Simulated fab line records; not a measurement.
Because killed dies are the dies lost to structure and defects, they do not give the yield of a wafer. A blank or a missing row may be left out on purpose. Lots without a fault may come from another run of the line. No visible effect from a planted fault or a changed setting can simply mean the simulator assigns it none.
Which tool was responsible? ; flow sky130 ; Sampling: 6 lots, 18 wafers, 4 of 708 route steps

## WHAT THE GAUGES SHOWED, per wafer
SKY_LDD_P_TW_MEAS_11.
lot;measured;on;LDD_P_TW
L211;day 21 04:26;filmMetro-03;626 622 626
L214;day 23 02:11;filmMetro-01;634 633 630
L216;day 23 04:25;filmMetro-03;630 627 626
L218;day 23 17:25;filmMetro-01;632 632 632
L222;day 25 01:03;filmMetro-03;625 631 627
L223;day 25 09:53;filmMetro-03;628 629 627

## WHICH TOOL RAN EACH LOT (tool, then ch and the chambers of the sampled wafers, then the start)
lot;SKY_POLY_GATE_ETCH_16;SKY_LDD_N_STRIP_16;SKY_LDD_P_STRIP_10
L211;rieDiel-01 ch 1,2, day 18 11:07;plasmaAsher-01 ch 0,1, day 19 21:28;plasmaAsher-03 ch 0,1, day 21 04:20
L214;rieDiel-01 ch 2,3, day 20 09:37;plasmaAsher-03 ch 0,1, day 21 19:21;plasmaAsher-03 ch 0,1, day 23 02:05
L216;rieDiel-04 ch 1,2, day 20 10:52;plasmaAsher-03 ch 0,1, day 21 21:46;plasmaAsher-03 ch 1, day 23 04:19
L218;rieDiel-04 ch 2,3, day 21 02:07;plasmaAsher-04 ch 0,1, day 22 11:28;plasmaAsher-01 ch 0,1, day 23 17:19
L222;rieDiel-01 ch 2,3, day 22 10:22;plasmaAsher-01 ch 0,1, day 23 19:21;plasmaAsher-03 ch 0,1, day 25 00:56
L223;rieDiel-02 ch 1,3, day 22 19:10;plasmaAsher-01 ch 0,1, day 24 03:58;plasmaAsher-02 ch 0,1, day 25 09:47
- SKY_POLY_GATE_ETCH_16: etches Si3N4 in CH3F/O2, stops on poly-Si, time 147.5 s, target depth 75 nm.
- SKY_LDD_N_STRIP_16: strips in O2/N2.
- SKY_LDD_P_STRIP_10: strips in O2/N2.

## THE ANSWER, worked out from the rows above alone
Rule: the lots themselves supply what counts as usual. The widest of any qualifying gaps counts: lots, ordered by their means at a reading, are off when they make up no more than a third of the lots, leave a main group of 4 or more, and stand apart from it by 3 or more times the standard deviation of that group's means. A main group whose means are all the same, to the digits that the tables above print for the reading, isn't used. Also off: a lot with no number at a reading for which 4 or more lots have one. All remaining lots with rows at the step are treated as sound.
No lot is off on any of the readings shown, so nothing can be concluded from this.

## WHAT THE SIMULATOR HAD PUT IN
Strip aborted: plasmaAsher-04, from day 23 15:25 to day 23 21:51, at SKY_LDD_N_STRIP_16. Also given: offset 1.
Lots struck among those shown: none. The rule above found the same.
